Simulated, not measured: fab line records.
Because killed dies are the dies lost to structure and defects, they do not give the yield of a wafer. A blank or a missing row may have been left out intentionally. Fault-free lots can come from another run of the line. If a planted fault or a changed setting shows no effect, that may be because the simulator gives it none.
Which of the tools did it? :: flow sky130 :: Sampling: 15 lots, 45 wafers, 4 of 708 route steps

== WHAT EACH GAUGE READ, for each wafer ==
SKY_METAL1_RS_MEAS_05: measurement is done with a four-point probe.
lot: L696
measured: day 31 01:23
on: filmMetro-02
METAL1_ALCU_RS (ohm/sq): 0.1265 0.1264 0.1269

lot: L698
measured: day 32 02:56
on: filmMetro-04
METAL1_ALCU_RS (ohm/sq): 0.1273 0.1265 0.1258

lot: L699
measured: day 32 06:19
on: filmMetro-04
METAL1_ALCU_RS (ohm/sq): 0.1271 0.1282 0.1275

lot: L700
measured: day 32 23:51
on: filmMetro-03
METAL1_ALCU_RS (ohm/sq): 0.1272 0.1287 0.1267

lot: L702
measured: day 33 11:41
on: filmMetro-03
METAL1_ALCU_RS (ohm/sq): 0.1253 0.1251 0.1270

lot: L704
measured: day 34 03:19
on: filmMetro-02
METAL1_ALCU_RS (ohm/sq): 0.1264 0.1269 0.1266

lot: L709
measured: day 36 16:00
on: filmMetro-03
METAL1_ALCU_RS (ohm/sq): 0.1270 0.1249 0.1274

lot: L710
measured: day 37 02:31
on: filmMetro-02
METAL1_ALCU_RS (ohm/sq): 0.1277 0.1273 0.1267

lot: L711
measured: day 37 08:34
on: filmMetro-04
METAL1_ALCU_RS (ohm/sq): 0.1255 0.1239 0.1252

lot: L714
measured: day 37 13:29
on: filmMetro-03
METAL1_ALCU_RS (ohm/sq): 0.1255 0.1269 0.1257

lot: L715
measured: day 37 17:32
on: filmMetro-04
METAL1_ALCU_RS (ohm/sq): 0.1254 0.1271 0.1253

lot: L716
measured: day 37 23:08
on: filmMetro-03
METAL1_ALCU_RS (ohm/sq): 0.1277 0.1265 0.1280

lot: L717
measured: day 38 22:07
on: filmMetro-03
METAL1_ALCU_RS (ohm/sq): 0.1243 0.1273 0.1250

lot: L718
measured: day 38 23:01
on: filmMetro-03
METAL1_ALCU_RS (ohm/sq): 0.1242 0.1276 0.1254

lot: L719
measured: day 39 13:49
on: filmMetro-02
METAL1_ALCU_RS (ohm/sq): 0.1277 0.1280 0.1266

SKY_VIA1_OVL_MEAS_13.
lot: L696
measured: day 33 09:04
on: overlay-01
VIA1_OVL (nm): -1 6 8

lot: L698
measured: day 34 10:00
on: overlay-01
VIA1_OVL (nm): 13 3 12

lot: L699
measured: day 34 13:27
on: overlay-02
VIA1_OVL (nm): -10 -4 -9

lot: L700
measured: day 35 06:40
on: overlay-02
VIA1_OVL (nm): 0 -2 -9

lot: L702
measured: day 35 18:55
on: overlay-02
VIA1_OVL (nm): 2 -4 -1

lot: L704
measured: day 36 09:05
on: overlay-02
VIA1_OVL (nm): 10 3 -1

lot: L714
measured: day 39 16:55
on: overlay-01
VIA1_OVL (nm): -1 2 -2

lot: L715
measured: day 39 21:54
on: overlay-02
VIA1_OVL (nm): 6 3 4

lot: L716
measured: day 40 02:43
on: overlay-02
VIA1_OVL (nm): 3 6 1

lot: L717
measured: day 41 00:46
on: overlay-01
VIA1_OVL (nm): 14 5 5

lot: L718
measured: day 41 02:18
on: overlay-02
VIA1_OVL (nm): 3 0 9

lot: L719
measured: day 41 15:58
on: overlay-02
VIA1_OVL (nm): -4 5 0

== WHAT TOOL EACH LOT RAN ON (gives the tool, then ch and the chambers of the sampled wafers, and finally the start) ==
lot: L696
SKY_METAL1_SPUTTER_01: pvdSputter-01, day 31 01:16
SKY_VIA1_HDPCVD_00: hdpcvd-02 ch 0,2, day 32 05:31

lot: L698
SKY_METAL1_SPUTTER_01: pvdSputter-02, day 32 02:49
SKY_VIA1_HDPCVD_00: hdpcvd-02 ch 1,2, day 33 07:02

lot: L699
SKY_METAL1_SPUTTER_01: pvdSputter-01, day 32 06:11
SKY_VIA1_HDPCVD_00: hdpcvd-01 ch 0,1, day 33 10:19

lot: L700
SKY_METAL1_SPUTTER_01: pvdSputter-02, day 32 23:41
SKY_VIA1_HDPCVD_00: hdpcvd-02 ch 0,1,2, day 34 03:15

lot: L702
SKY_METAL1_SPUTTER_01: pvdSputter-02, day 33 11:33
SKY_VIA1_HDPCVD_00: hdpcvd-02 ch 1,2, day 34 15:29

lot: L704
SKY_METAL1_SPUTTER_01: pvdSputter-01, day 34 03:12
SKY_VIA1_HDPCVD_00: hdpcvd-01 ch 0,1, day 35 06:41

lot: L709
SKY_METAL1_SPUTTER_01: pvdSputter-04, day 36 15:53
SKY_VIA1_HDPCVD_00: hdpcvd-02 ch 0,1,2, day 37 18:46

lot: L710
SKY_METAL1_SPUTTER_01: pvdSputter-01, day 37 02:22
SKY_VIA1_HDPCVD_00: hdpcvd-02 ch 0,2, day 38 05:04

lot: L711
SKY_METAL1_SPUTTER_01: pvdSputter-04, day 37 08:24
SKY_VIA1_HDPCVD_00: hdpcvd-02 ch 0,1, day 38 10:55

lot: L714
SKY_METAL1_SPUTTER_01: pvdSputter-01, day 37 13:22
SKY_VIA1_HDPCVD_00: hdpcvd-02 ch 0,1,2, day 38 16:19

lot: L715
SKY_METAL1_SPUTTER_01: pvdSputter-01, day 37 17:23
SKY_VIA1_HDPCVD_00: hdpcvd-01 ch 0,1, day 38 20:14

lot: L716
SKY_METAL1_SPUTTER_01: pvdSputter-02, day 37 23:01
SKY_VIA1_HDPCVD_00: hdpcvd-01 ch 0,1, day 39 01:02

lot: L717
SKY_METAL1_SPUTTER_01: pvdSputter-04, day 38 21:59
SKY_VIA1_HDPCVD_00: hdpcvd-01 ch 0,1,2, day 39 23:59

lot: L718
SKY_METAL1_SPUTTER_01: pvdSputter-04, day 38 22:55
SKY_VIA1_HDPCVD_00: hdpcvd-02 ch 1,2, day 40 01:19

lot: L719
SKY_METAL1_SPUTTER_01: pvdSputter-01, day 39 13:41
SKY_VIA1_HDPCVD_00: hdpcvd-02 ch 1,2, day 40 15:35
- SKY_METAL1_SPUTTER_01: material TiN, target thk 20 nm, time 16.7 s.
- SKY_VIA1_HDPCVD_00: deposits SiO2, target thk 1030 nm, time 171.7 s.

== AS READ BY THE TOOLS THEMSELVES (means over the sampled wafers that have a number; for cases with no such wafer, the mark the record gives instead) ==
SKY_METAL1_SPUTTER_01.
lot: L696
tool: pvdSputter-01
throttleValvePct (%): 30.1

lot: L698
tool: pvdSputter-02
throttleValvePct (%): 30.1

lot: L699
tool: pvdSputter-01
throttleValvePct (%): 30.2

lot: L700
tool: pvdSputter-02
throttleValvePct (%): 30.0

lot: L702
tool: pvdSputter-02
throttleValvePct (%): 30.7

lot: L704
tool: pvdSputter-01
throttleValvePct (%): 30.1

lot: L709
tool: pvdSputter-04
throttleValvePct (%): 29.7

lot: L710
tool: pvdSputter-01
throttleValvePct (%): 30.0

lot: L711
tool: pvdSputter-04
throttleValvePct (%): 29.9

lot: L714
tool: pvdSputter-01
throttleValvePct (%): 30.3

lot: L715
tool: pvdSputter-01
throttleValvePct (%): 30.9

lot: L716
tool: pvdSputter-02
throttleValvePct (%): 30.2

lot: L717
tool: pvdSputter-04
throttleValvePct (%): 29.1

lot: L718
tool: pvdSputter-04
throttleValvePct (%): 30.2

lot: L719
tool: pvdSputter-01
throttleValvePct (%): 30.3

SKY_VIA1_HDPCVD_00.
lot: L696
tool: hdpcvd-02
pressureMtorr (mTorr): 5.987
runLengthS (s): 199.6
sih4FlowSccm (sccm): 57.19

lot: L698
tool: hdpcvd-02
pressureMtorr (mTorr): 5.999
runLengthS (s): 200.0
sih4FlowSccm (sccm): 57.27

lot: L699
tool: hdpcvd-01
pressureMtorr (mTorr): 5.989
runLengthS (s): 199.7
sih4FlowSccm (sccm): 57.34

lot: L700
tool: hdpcvd-02
pressureMtorr (mTorr): 5.995
runLengthS (s): 199.4
sih4FlowSccm (sccm): 57.32

lot: L702
tool: hdpcvd-02
pressureMtorr (mTorr): 6.002
runLengthS (s): 199.5
sih4FlowSccm (sccm): 57.30

lot: L704
tool: hdpcvd-01
pressureMtorr (mTorr): 5.994
runLengthS (s): 199.7
sih4FlowSccm (sccm): 57.33

lot: L709
tool: hdpcvd-02
pressureMtorr (mTorr): -
runLengthS (s): -
sih4FlowSccm (sccm): -

lot: L710
tool: hdpcvd-02
pressureMtorr (mTorr): -
runLengthS (s): -
sih4FlowSccm (sccm): -

lot: L711
tool: hdpcvd-02
pressureMtorr (mTorr): -
runLengthS (s): -
sih4FlowSccm (sccm): -

lot: L714
tool: hdpcvd-02
pressureMtorr (mTorr): 6.003
runLengthS (s): 199.4
sih4FlowSccm (sccm): 57.14

lot: L715
tool: hdpcvd-01
pressureMtorr (mTorr): 6.007
runLengthS (s): 199.7
sih4FlowSccm (sccm): 57.24

lot: L716
tool: hdpcvd-01
pressureMtorr (mTorr): 5.994
runLengthS (s): 199.7
sih4FlowSccm (sccm): 57.28

lot: L717
tool: hdpcvd-01
pressureMtorr (mTorr): 5.995
runLengthS (s): 199.5
sih4FlowSccm (sccm): 57.21

lot: L718
tool: hdpcvd-02
pressureMtorr (mTorr): 6.011
runLengthS (s): 199.5
sih4FlowSccm (sccm): 57.29

lot: L719
tool: hdpcvd-02
pressureMtorr (mTorr): 5.990
runLengthS (s): 199.6
sih4FlowSccm (sccm): 57.34

== THE ANSWER, worked out from the rows above alone ==
Rule: the lots themselves supply what counts as usual. The widest of any qualifying gaps counts: lots, ordered by their means at a reading, are off when they make up no more than a third of the lots, leave a main group of 4 or more, and stand apart from it by 3 or more times the standard deviation of that group's means. A main group whose means are all the same, to the digits that the tables above print for the reading, isn't used. A lot without any number at a reading at which 4 lots or more have one is off too. Any other lot the step has rows for is counted as sound. After the gauges, taken in route order, come the tools' own readings; for these a lot's mean is taken, as printed above. At the first step where some lot is off, the reading lying furthest off is the one used; lots without a number count as furthest.
Off: L709, L710, L711, at SKY_VIA1_HDPCVD_00 (pressureMtorr). Without a number there: L709, L710, L711. For the main group the mean is 5.997 mTorr and the standard deviation 0.0071.
If a tool, at that step or one of the process steps before it, ran each lot that is off and ran no sound lot following the first of them, it fits. Of those tried, none fits.

== WHAT THE SIMULATOR HAD INSERTED ==
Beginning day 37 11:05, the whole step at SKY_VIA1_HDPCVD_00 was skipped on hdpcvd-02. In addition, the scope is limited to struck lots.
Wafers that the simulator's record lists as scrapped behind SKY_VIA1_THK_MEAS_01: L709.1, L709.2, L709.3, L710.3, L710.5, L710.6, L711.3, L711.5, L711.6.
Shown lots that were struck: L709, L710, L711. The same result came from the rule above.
